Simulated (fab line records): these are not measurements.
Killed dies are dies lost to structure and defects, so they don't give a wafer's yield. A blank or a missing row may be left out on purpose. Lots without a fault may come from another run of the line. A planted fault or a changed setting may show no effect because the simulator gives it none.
fab line records + flow sky130
[record]
- lots = 4
- wafers = 12
- last_day = 50
route steps=708 shown VIA1@472 METAL2@483 VIA2@507 PAD_OPEN@708
lots untouched by any fault: they come from a run of this same line in which no faults occurred
start_h: hours from the record's first day to the start of the lot's first wafer shown + wait_h: how many hours have passed since the lot's step before this one + " same as the row above + L1.1+2: several wafers, shown together as one row + - no value, or no start was given + * or withheld: withheld + < > ~ a bound
route shown NAME@n: NAME is a module with steps in the file, n the number in the route of the first one + usual: mean and standard deviation over wafers with no fault + same: alike in all rows + chamber/n: place in a boat + sites: each site's reading + _std_site: standard deviation of those values + _edge_site: mean of outer sites minus mean of inner sites + radius_mm: for every site, how far away it sits from the centre of the wafer + mask NAME#n: copy n + behind: the tool/chamber that last shaped the wafer + hold: reason for holding the lot/hours on hold/outcome of the hold + device: names the non-switching transistor (n, p or np) + end of line: the same wafers' tests at the end of the route + a step with no rows: only its recipe + killed: dies lost to structure and defects at the first sort, not the wafer's yield + map: per-die view of a wafer (x killed, . not killed, _ where there is no die)
set.NAME: the setting the step ran with; set.NAME@STEP: the setting that earlier step ran with + model.NAME: the simulator's own value behind a step, which no gauge read
lots at some steps of the route; a table a step, a row a wafer
services: a tool's chamber out of use, with start hour (start_h, from the record's first day; less than 0 if before it), hours out, and reason
[[steps]]
[step SKY_VIA1_ETCH_14]
[recipe]
- chemistry = N2/H2
- target = BARC
- ion_energy_ev = 200
- source_w = 500
- bias_w = 100
- pressure_mtorr = 30
- n2_flow_sccm = 100
- h2_flow_sccm = 200
- stop_on = SiO2
- time_s = 45.9
- target_depth_a = 600
[step SKY_VIA1_ETCH_15]
[recipe]
- target = SiO2
- chemistry = C4F8/O2/Ar
- target_depth_nm = 351
- stop_on = TiN
- mask_material = KrF-thick
- source_w = 1500
- bias_w = 1200
- pressure_mtorr = 40
- c4f8_flow_sccm = withheld
- O2_flow_sccm = 6
- Ar_flow_sccm = 300
- time_s = 54
[step SKY_VIA1_STRIP_16]
[recipe]
- chemistry = O2/N2
- power_w = 1400
- pressure_mtorr = 1500
- platen_temp_c = withheld
- o2_flow_sccm = 3000
- n2_flow_sccm = 300
- overash_fraction = 0.5
[step SKY_VIA1_STRIP_17]
[recipe]
- chemistry = post_etch_residue_remover
- time_s = 1200
- temp_c = 72.5
[step SKY_VIA1_CLEAN_18]
[recipe]
- chemistry = IPA
- time_s = 180
- temp_c = 25
[step SKY_VIA1_CLEAN_19]
[recipe]
- chemistry = O3/DIW
- dry = n2_spin
[step SKY_VIA1_SPUTTER_20]
[recipe]
- material = TiN
- target_thk_nm = 20
- chamber_pressure_pa = 5
- power_w = 4000
- time_s = 80
[step SKY_VIA1_CVD_21]
[recipe]
- material = W
- target_thk_nm = 270
- time_s = 80.902
- temp_c = 400
- pressure_torr = 40
[step SKY_VIA1_CMP_24]
[recipe]
- stop_on = SiO2
- t_overpolish_s = 15
- down_force_psi = 3.5
- platen_rpm = 60
- target_thk_nm = 0
- pad_velocity_m_s = 0.94248
[usual]
- motor_current_A = 11.1/1.5
- overpolish_run_s = 15.001/0.0089
- time_to_endpoint_s = 66/4.3
| lot.wafer | tool   | chamber | start_h | wait_h | motor_current_A | overpolish_run_s | time_to_endpoint_s |
|-----------|--------|---------|---------|--------|-----------------|------------------|--------------------|
| L470.1    | cmp-01 | 3       | 870.18  | 0.1    | 8.9             | 15.000           | 72                 |
| L470.2    | "      | 2       | "       | "      | 10.4            | 14.997           | 64                 |
| L470.5    | "      | 0       | "       | "      | 14.2            | 14.990           | 69                 |
| L471.4    | cmp-01 | 3       | 871.20  | 0.0    | 9.4             | 15.009           | 68                 |
| L471.2    | "      | 1       | "       | "      | 12.0            | 14.997           | 57                 |
| L471.6    | "      | 0       | "       | "      | 14.1            | 15.001           | 66                 |
| L474.3    | cmp-02 | 3       | 893.86  | 0.2    | 9.1             | 15.007           | 65                 |
| L474.5    | "      | 0       | "       | "      | 10.9            | 14.993           | 67                 |
| L474.6    | "      | 1       | "       | "      | 11.1            | 15.008           | 67                 |
| L481.1    | cmp-01 | 0       | 962.02  | 0.1    | 13.5            | 15.006           | 66                 |
| L481.4    | "      | 1       | "       | "      | 11.8            | 15.002           | 58                 |
| L481.6    | "      | 0       | "       | "      | 13.5            | 15.003           | 66                 |
[step SKY_METAL2_SPUTTER_00]
[recipe]
- material = Ti
- target_thk_nm = 15
- power_w = 3000
- time_s = 10
- chamber_pressure_pa = 0.4
[step SKY_METAL2_SPUTTER_01]
[recipe]
- material = TiN
- target_thk_nm = 20
- power_w = 6500
- time_s = 16.7
- chamber_pressure_pa = 0.4
[step SKY_METAL2_SPUTTER_02]
[recipe]
- material = AlCu
- target_thk_nm = 250
- power_w = 10600
- time_s = 13.3
- chamber_pressure_pa = 0.4
[step SKY_METAL2_SPUTTER_03]
[recipe]
- material = Ti
- target_thk_nm = 5
- power_w = 3000
- time_s = 3.3
- chamber_pressure_pa = 0.4
[step SKY_METAL2_SPUTTER_04]
[recipe]
- material = TiN
- target_thk_nm = 70
- power_w = 6500
- time_s = 58.3
- chamber_pressure_pa = 0.4
[step SKY_METAL2_DEHYDRATE_07]
[recipe]
- temp_c = 200
- time_s = 60
[step SKY_METAL2_HMDS_08]
[recipe]
- prime_time_s = 60
- prime_temp_c = 120
[step SKY_METAL2_COAT_09]
[recipe]
- resist = BARC
- temp_c = withheld
- time_s = withheld
- spin_rpm = 3000
- resist_thk_nm = 60
[step SKY_METAL2_COAT_10]
[recipe]
- resist = KrF-thick
- spin_rpm = 3000
- resist_thk_nm = 450
[step SKY_METAL2_SOFTBAKE_11]
[recipe]
- temp_c = 100
- time_s = 90
- resist = KrF-thick
[step SKY_METAL2_EXPOSE_12]
[recipe]
- mask_id = MM2
- na = 0.8
- source_shape = annular
- sigma_inner = 0.55
- sigma_outer = 0.85
- target_cd_nm = 140
- dose_mj = 28
[step SKY_METAL2_PEB_13]
[recipe]
- peb_temp_c = withheld
- peb_time_s = withheld
- resist = KrF-thick
[step SKY_METAL2_DEVELOP_14]
[recipe]
- develop_time_s = 60
- resist = KrF-thick
- dev_temp_c = 21
[step SKY_METAL2_DESCUM_17]
[recipe]
- chemistry = O2
- source_power_w = 150
- bias_power_w = 0
- pressure_mtorr = 10
- temp_c = 40
- time_s = 8
[step SKY_METAL2_ETCH_18]
[recipe]
- chemistry = N2/H2
- target = BARC
- ion_energy_ev = 200
- bias_w = 100
- pressure_mtorr = 30
- n2_flow_sccm = 100
- h2_flow_sccm = 200
- icp_w = 500
- stop_on = SiO2
- time_s = 45.9
- target_depth_a = 600
[step SKY_METAL2_METAL_ETCH_19]
[recipe]
- target_depth_a = 3600
- stop_on = SiO2
- over_etch_frac = 0.3
- time_s = 78
- chemistry = Cl2/BCl3
- resist_sidewall_deg = 88
- pressure_mtorr = 10
- icp_w = 900
- bias_w = 48.5
- Cl2_flow_sccm = 60
- bcl3_flow_sccm = 30
[step SKY_METAL2_STRIP_20]
[recipe]
- chemistry = O2/N2
- power_w = 1400
- pressure_mtorr = 1500
- platen_temp_c = withheld
- o2_flow_sccm = 3000
- n2_flow_sccm = 300
- overash_fraction = 0.5
[step SKY_METAL2_STRIP_21]
[recipe]
- chemistry = post_etch_residue_remover
- time_s = 1200
- temp_c = 72.5
[step SKY_METAL2_CLEAN_22]
[recipe]
- chemistry = IPA
- time_s = 180
- temp_c = 25
[step SKY_METAL2_CLEAN_23]
[recipe]
- chemistry = O3/DIW
- dry = n2_spin
[step SKY_VIA2_HDPCVD_00]
[recipe]
- material = SiO2
- target_thk_nm = 1180
- sigma_open_frac = 0.3
- time_s = 196.7
- temp_c = 400
- sih4_flow_sccm = 60
- pressure_mtorr = 6
[step SKY_VIA2_CMP_02]
[recipe]
- material = SiO2
- down_force_psi = 4
- platen_rpm = 60
- pad_velocity_m_s = 0.94248
[step SKY_VIA2_DEHYDRATE_04]
[recipe]
- temp_c = 200
- time_s = 60
[step SKY_PAD_OPEN_PROBE_99]
[usual]
- defect_limited_yield = 82.8/2.1
- killed_at_M0_to_M3 = 42/6.6
- killed_at_M4_up = 3.1/1.9
- killed_at_contacts = 24/5.6
- killed_at_front_end = 15/4.8
- killed_at_other = 0.3/0.48
- killed_dies = 84/10
- killed_on_rim = 16/3.9
- killed_open = 47/6.8
- killed_short = 37/6.8
- sort_bin_3_pad_short = 0.9/0.48
- sort_bin_5_function = 10.1/1.4
- sort_bin_6_memory = 6.2/1.2
- sort_n_pass = 408/10
- sort_yield_pct = 82.8/2.1
[same]
- gross_dies = 492
- killed_at_back_side = 0
- sort_bin_4_leakage[%] = 0
- sort_bin_8_speed[%] = 0
| lot.wafer | tool      | chamber | start_h | wait_h | defect_limited_yield[%] | killed_at_M0_to_M3 | killed_at_M4_up | killed_at_contacts | killed_at_front_end | killed_at_other | killed_dies | killed_on_rim | killed_open | killed_short | sort_bin_3_pad_short[%] | sort_bin_5_function[%] | sort_bin_6_memory[%] | sort_n_pass | sort_yield_pct[%] | model.etest.tester.sort_n_pass | model.etest.tester.sort_yield_pct | model.etest.tester.sort_bin_5_pct | model.etest.tester.sort_bin_6_pct | model.etest.tester.sort_bin_3_pct |
|-----------|-----------|---------|---------|--------|-------------------------|--------------------|-----------------|--------------------|---------------------|-----------------|-------------|---------------|-------------|--------------|-------------------------|------------------------|----------------------|-------------|-------------------|--------------------------------|-----------------------------------|-----------------------------------|-----------------------------------|-----------------------------------|
| L470.1    | prober-02 | -       | 1136.51 | 0.1    | 84.1                    | 36                 | 3               | 28                 | 11                  | 0               | 78          | 13            | 37          | 41           | 1.6                     | 7.5                    | 6.7                  | 414         | 84.1              | 414                            | 84.15                             | 7.52                              | 6.707                             | 1.626                             |
| L470.2    | prober-02 | -       | 1136.56 | 0.1    | 85.8                    | 37                 | 3               | 17                 | 13                  | 0               | 70          | 14            | 33          | 37           | 1.4                     | 8.1                    | 4.7                  | 422         | 85.8              | 422                            | 85.77                             | 8.13                              | 4.675                             | 1.423                             |
| L470.5    | prober-02 | -       | 1136.71 | 0.2    | 27.8                    | 330                | 1               | 19                 | 5                   | 0               | 355         | 64            | 24          | 22           | 5.5                     | 49.8                   | 16.9                 | 137         | 27.8              | 137                            | 27.85                             | 49.8                              | 16.87                             | 5.488                             |
| L471.2    | prober-01 | -       | 1137.85 | 0.1    | 82.7                    | 35                 | 8               | 25                 | 17                  | 0               | 85          | 12            | 50          | 35           | 0.6                     | 11.0                   | 5.7                  | 407         | 82.7              | 407                            | 82.72                             | 10.98                             | 5.691                             | 0.6098                            |
| L471.4    | prober-01 | -       | 1137.95 | 0.2    | 82.1                    | 47                 | 1               | 22                 | 18                  | 0               | 88          | 22            | 50          | 38           | 0.8                     | 11.0                   | 6.1                  | 404         | 82.1              | 404                            | 82.11                             | 10.98                             | 6.098                             | 0.813                             |
| L471.6    | prober-01 | -       | 1138.05 | 0.2    | 26.4                    | 329                | 1               | 19                 | 13                  | 0               | 362         | 69            | 38          | 27           | 6.7                     | 51.8                   | 15.0                 | 130         | 26.4              | 130                            | 26.42                             | 51.83                             | 15.04                             | 6.707                             |
| L474.3    | prober-02 | -       | 1153.58 | 0.2    | 83.3                    | 47                 | 0               | 23                 | 11                  | 1               | 82          | 19            | 44          | 38           | 1.2                     | 8.7                    | 6.7                  | 410         | 83.3              | 410                            | 83.33                             | 8.74                              | 6.707                             | 1.22                              |
| L474.5    | prober-02 | -       | 1153.68 | 0.2    | 81.1                    | 48                 | 2               | 26                 | 17                  | 0               | 93          | 13            | 58          | 35           | 1.2                     | 10.0                   | 7.7                  | 399         | 81.1              | 399                            | 81.1                              | 9.959                             | 7.724                             | 1.22                              |
| L474.6    | prober-02 | -       | 1153.73 | 0.2    | 81.3                    | 46                 | 4               | 28                 | 13                  | 1               | 92          | 24            | 47          | 45           | 1.4                     | 9.8                    | 7.5                  | 400         | 81.3              | 400                            | 81.3                              | 9.756                             | 7.52                              | 1.423                             |
| L481.1    | prober-01 | -       | 1197.77 | 0.1    | 84.1                    | 36                 | 6               | 29                 | 6                   | 1               | 78          | 16            | 51          | 27           | 0.2                     | 9.8                    | 5.9                  | 414         | 84.1              | 414                            | 84.15                             | 9.756                             | 5.894                             | 0.2033                            |
| L481.4    | prober-01 | -       | 1197.92 | 0.2    | 83.1                    | 42                 | 5               | 23                 | 13                  | 0               | 83          | 18            | 48          | 35           | 0.6                     | 10.8                   | 5.5                  | 409         | 83.1              | 409                            | 83.13                             | 10.77                             | 5.488                             | 0.6098                            |
| L481.6    | prober-01 | -       | 1198.02 | 0.2    | 82.7                    | 33                 | 6               | 33                 | 13                  | 0               | 85          | 16            | 49          | 36           | 0.2                     | 11.4                   | 5.7                  | 407         | 82.7              | 407                            | 82.72                             | 11.38                             | 5.691                             | 0.2033                            |
// killed by level:class
L470.1 METAL2:geometric_particle:short=9 VIA1:geometric_particle:open=8 LI_CONTACT:geometric_particle:open=8 CONTACT:geometric_particle:open=7 LI_CONTACT:geometric_particle:short=5 LOCAL_INTERCONNECT:geometric_particle:short=5 VIA1:geometric_particle:short=4 METAL2:geometric_particle:open=3
L470.2 METAL1:geometric_particle:short=9 VIA3:geometric_particle:open=6 LI_CONTACT:geometric_particle:open=5 METAL2:geometric_particle:short=4 CONTACT:geometric_particle:open=4 METAL3:geometric_particle:short=4 VIA2:geometric_particle:short=4 FIELD_ISO:geometric_particle:short=3
L470.5 VIA1:unspecified=309 METAL1:geometric_particle:short=6 LI_CONTACT:geometric_particle:open=6 CONTACT:geometric_particle:open=6 CONTACT:geometric_particle:short=5 VIA3:geometric_particle:open=4 METAL2:geometric_particle:short=4 FIELD_ISO:geometric_particle:short=3
L471.2 VIA1:geometric_particle:open=13 CONTACT:geometric_particle:open=10 METAL4:geometric_particle:short=8 VIA2:geometric_particle:open=7 LI_CONTACT:geometric_particle:open=6 POLY_GATE:geometric_particle:short=5 FIELD_ISO:geometric_particle:open=4 METAL1:geometric_particle:short=4
L471.4 VIA1:geometric_particle:open=11 CONTACT:geometric_particle:open=10 POLY_GATE:geometric_particle:short=9 VIA3:geometric_particle:open=9 LI_CONTACT:geometric_particle:open=6 METAL1:geometric_particle:short=6 FIELD_ISO:geometric_particle:short=5 POLY_GATE:geometric_particle:open=4
L471.6 VIA1:unspecified=297 VIA1:geometric_particle:open=8 VIA3:geometric_particle:open=8 LI_CONTACT:geometric_particle:open=6 CONTACT:geometric_particle:open=5 CONTACT:geometric_particle:short=4 METAL1:geometric_particle:short=4 FIELD_ISO:geometric_particle:open=3
L474.3 CONTACT:geometric_particle:open=9 METAL1:geometric_particle:short=9 VIA1:geometric_particle:open=9 VIA3:geometric_particle:open=7 LOCAL_INTERCONNECT:geometric_particle:short=6 VIA3:geometric_particle:short=6 FIELD_ISO:geometric_particle:short=4 VIA1:geometric_particle:short=4
L474.5 VIA1:geometric_particle:open=17 CONTACT:geometric_particle:open=11 LI_CONTACT:geometric_particle:open=6 METAL2:geometric_particle:short=5 VIA2:geometric_particle:open=5 VIA3:geometric_particle:open=5 FIELD_ISO:geometric_particle:short=4 POLY_GATE:geometric_particle:open=4
L474.6 VIA1:geometric_particle:open=16 CONTACT:geometric_particle:open=11 METAL1:geometric_particle:short=7 VIA2:geometric_particle:open=7 LI_CONTACT:geometric_particle:open=5 LOCAL_INTERCONNECT:geometric_particle:short=5 FIELD_ISO:geometric_particle:short=4 POLY_GATE:geometric_particle:short=4
L481.1 CONTACT:geometric_particle:open=15 VIA2:geometric_particle:open=9 VIA3:geometric_particle:open=7 VIA1:geometric_particle:open=5 VIA1:geometric_particle:short=4 FIELD_ISO:geometric_particle:short=3 LI_CONTACT:geometric_particle:short=3 LI_CONTACT:geometric_particle:open=3
L481.4 CONTACT:geometric_particle:open=10 VIA1:geometric_particle:open=9 VIA2:geometric_particle:open=7 METAL1:geometric_particle:short=6 LI_CONTACT:geometric_particle:open=4 LOCAL_INTERCONNECT:geometric_particle:short=4 CONTACT:geometric_particle:short=4 VIA3:geometric_particle:open=4
L481.6 CONTACT:geometric_particle:open=20 VIA1:geometric_particle:open=7 FIELD_ISO:geometric_particle:short=6 METAL1:geometric_particle:short=6 VIA3:geometric_particle:open=6 LI_CONTACT:geometric_particle:open=4 METAL4:geometric_particle:short=4 LI_CONTACT:geometric_particle:short=3
// map L470.5 (x killed, . not)
__________.xxx..xxxx_________
________.x...xxxxxxxxx_______
______.x.x.xx..xxx.xxxxx_____
_____x...xxx..xxx.xxx.xxx____
____xxxx.x..x.x.xxxxxx.x.x___
___.xxxx..xxxxxxxxx..xxxxxx__
__x.xx..xx.xxxxx.xxx.xxxxxxx_
_xxx.x.xxxx..xx.xxxx.xx.xxxxx
_..xxxxxx.xx.xx.xx.xx.xx.xxx.
_.....xxxxxxxxxx.xx.x...xx.x.
_xxxxxx..x.xxx.xxxxxxxxxx..x.
_xxxxxxxxx..x.xx.....x.x.xxx.
_.xxxxxxxxx...xx.xxxx.xxxxxxx
_xx.xxx.x.xxxxxx.xxxxxx.xxx.x
_x.xxxxxxxxxxxx.xxxxxx.xxxx.x
__...xxx.xx.x..xxxxx...x...x_
___xxxxxxxxxxxxxxxxxxxxxxx.__
____xxx..x.xxxxx.xxxxxxxxx___
_____..x.xxxxxxxxxx..x.xx____
______.xx.xxx.x.x.xxxx.x_____
________x..xx.xx.x..xx_______
__________xx.xxxxxxx_________
// map L471.6 (x killed, . not)
__________x.xx.xxxxx_________
________xxxxxxx.xxxx.x_______
______xxxxxxxxxxx.xx.xxx_____
_____.xxxx.xx..xx...xxx.x____
____.xx.xxx.xx.xxxx.xxxxx.___
___xxxxx...x.xxxx.xx..xxxxx__
__xx.xxxxxxxxx..x..xxxxxx.x._
_.xxxxxxxxxxxxxxxxxxx.x.xxxx.
_x.xxxxxxx.xxxxxxx.xxxxxx.xxx
_xx..xxxxxx.xx.x.xxx...xx.xxx
_xxxx.x.xx..xxx.x.xx...xx..xx
_xxxxxx...x.xxxx..xxxxxxxxxx.
_x.xx..xxxxxxxxxxxxxx.x.x.xxx
_x..xxxx.xxxxxxxxx.xxx..x.xxx
_xxxxxxxx.xxx.xxx.xxx.x.x.xx.
__.xx..xxx.xxx....x.xx.xxx.._
___xx..xxxxxxxxx.xxx...xx.x__
____...xxxx.xxxx...xxxxxxx___
_____xxxxxxxxxxx.xxxx.xxx____
______x.x.xxxxxx.xxxxx.x_____
________.x..xxxx.xx.xx_______
__________xxx.xx.x.._________
[[services]]
| tool   | chamber | start_h | hours | kind                           |
|--------|---------|---------|-------|--------------------------------|
| cmp-01 | -       | 846.38  | 3.3   | repair                         |
| cmp-02 | -       | 855.13  | 5.5   | pm                             |
| cmp-01 | -       | 886.17  | 18.4  | repair                         |
| cmp-01 | -       | 906.49  | 0.8   | repair                         |
| cmp-01 | -       | 912.18  | 4.0   | pm                             |
| cmp-01 | -       | 916.18  | -     | consumable_replace:conditioner |
| cmp-01 | -       | 916.18  | -     | consumable_replace:pad         |
[[key]]
[first_sign]
- step = SKY_PAD_OPEN_PROBE_99
- reading = killed_at_M0_to_M3
- direction = up
- sigmas = 44
- usual = 42
- struck = 330
[effect]
- step = SKY_PAD_OPEN_PROBE_99
- reading = sort_bin_5_function
- direction = up
- sigmas = 28
- usual = 10.1
- struck = 50.8
[model_effect]
- step = SKY_PAD_OPEN_PROBE_99
- value = etest.tester.sort_n_pass
- without = 392
- struck = 133.5
met_at SKY_VIA1_CMP_24
struck_wafers L470.5,L471.6
[fault]
- kind = chamber_particle_source
- tool = cmp-01
- chamber = 0
- onset_h = 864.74
- steps = SKY_VIA1_CMP_24
- rate_per_visit_cm2 = 2.0482
- end_h = 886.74
